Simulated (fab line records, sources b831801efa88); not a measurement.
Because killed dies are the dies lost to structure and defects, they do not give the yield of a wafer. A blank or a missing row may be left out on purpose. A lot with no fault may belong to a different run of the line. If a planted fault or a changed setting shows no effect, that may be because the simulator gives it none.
A lot that was struck, set against a sound lot || flow sky130 || 18 steps out of a route of 708
Sound: wafers L787.2, L787.3, L787.4. The struck wafers were L791.2, L791.3, L791.4. The cause is given at the end.
For every step that has rows: the tool of each side, followed by ch and its chambers, followed by its first start. Under that, the readings that differ: sound wafers || struck wafers || difference of the means || sigmas: that difference in standard deviations of wafers without a fault.
alike: words and numbers the same on both sides, and readings whose means are apart by under 2 such deviations; not compared: readings that were withheld, readings missing a value for some wafer, numbers with overlapping values and no deviation given by the record, and bounds like >300 which may hide the same value.
Wherever a step has rows on one side only, a row that says differs or no value, or a row with sigmas, the two part there. Numbers that don't overlap but have no deviation are shown without sigmas and don't part them. A reading missing from all wafers of one side parts the sides only when that side holds two or more wafers.

first, 6 steps without rows for these wafers: SKY_RES_XHIGH_COAT_02 (resist thk 1140 nm); SKY_RES_XHIGH_SOFTBAKE_03 (time 60 s); SKY_RES_XHIGH_EXPOSE_04 (exposes mask URPM, target cd 1270 nm); SKY_RES_XHIGH_PEB_05; SKY_RES_XHIGH_DEVELOP_06 (develop time 60 s); SKY_RES_XHIGH_IMPLANT_07.
SKY_RES_XHIGH_STRIP_08: strips in O2/N2.
  sound on plasma_asher-01 ch 0,1, day 27 07:17; struck on plasma_asher-01 ch 0,1, day 28 15:11
  alike: drypump_motor_current_A, oes_product_au, strip_time_to_endpoint_s
  not compared: rf_hours_counter_h
SKY_RES_XHIGH_TW_MEAS_09:
  struck on film_metro-02, day 28 15:18; sound on film_metro-02, day 27 07:23
  alike: RES_XHIGH_TW
then, 4 steps without rows for these wafers: SKY_SD_N_DEHYDRATE_00 (time 60 s); SKY_SD_N_HMDS_01 (prime time 60 s); SKY_SD_N_COAT_02 (resist thk 1140 nm); SKY_SD_N_SOFTBAKE_03 (time 60 s).
SKY_SD_N_EXPOSE_04: exposes mask NSDM, target cd 380 nm.
  sound on iline_stepper-01 ch 0, day 27 22:04; struck on iline_stepper-02 ch 0, day 29 05:14
{"reading": "mask", "sound": "NSDM#0 NSDM#0 NSDM#0", "struck": "NSDM_R1#0 NSDM_R1#0 NSDM_R1#0", "difference": "differs", "sigmas": ""}
then, 2 steps without rows for these wafers: SKY_SD_N_PEB_05; SKY_SD_N_DEVELOP_06 (develop time 60 s).
SKY_SD_N_CD_MEAS_07 targets a cd of 380 nm.
  struck on cd_sem-02, day 29 19:13; sound on cd_sem-02, day 28 12:01
{"reading": "cd_nm (nm)", "sound": "379.8 378.7 378.5", "struck": "339.1 341.3 339.0", "difference": -39.2, "sigmas": -16}
SKY_SD_N_OVL_MEAS_08:
  struck on overlay-01, day 29 19:19; sound on overlay-02, day 28 12:07
  alike: SD_N_OVL
SKY_PAD_OPEN_PROBE_99:
  rows exist in the record for the sound wafers here (prober-01, day 46 06:04), none for the struck ones

## WHERE THEY PART
First at SKY_SD_N_EXPOSE_04; last, within this record, at SKY_PAD_OPEN_PROBE_99.

WHY: the cause the simulator had injected
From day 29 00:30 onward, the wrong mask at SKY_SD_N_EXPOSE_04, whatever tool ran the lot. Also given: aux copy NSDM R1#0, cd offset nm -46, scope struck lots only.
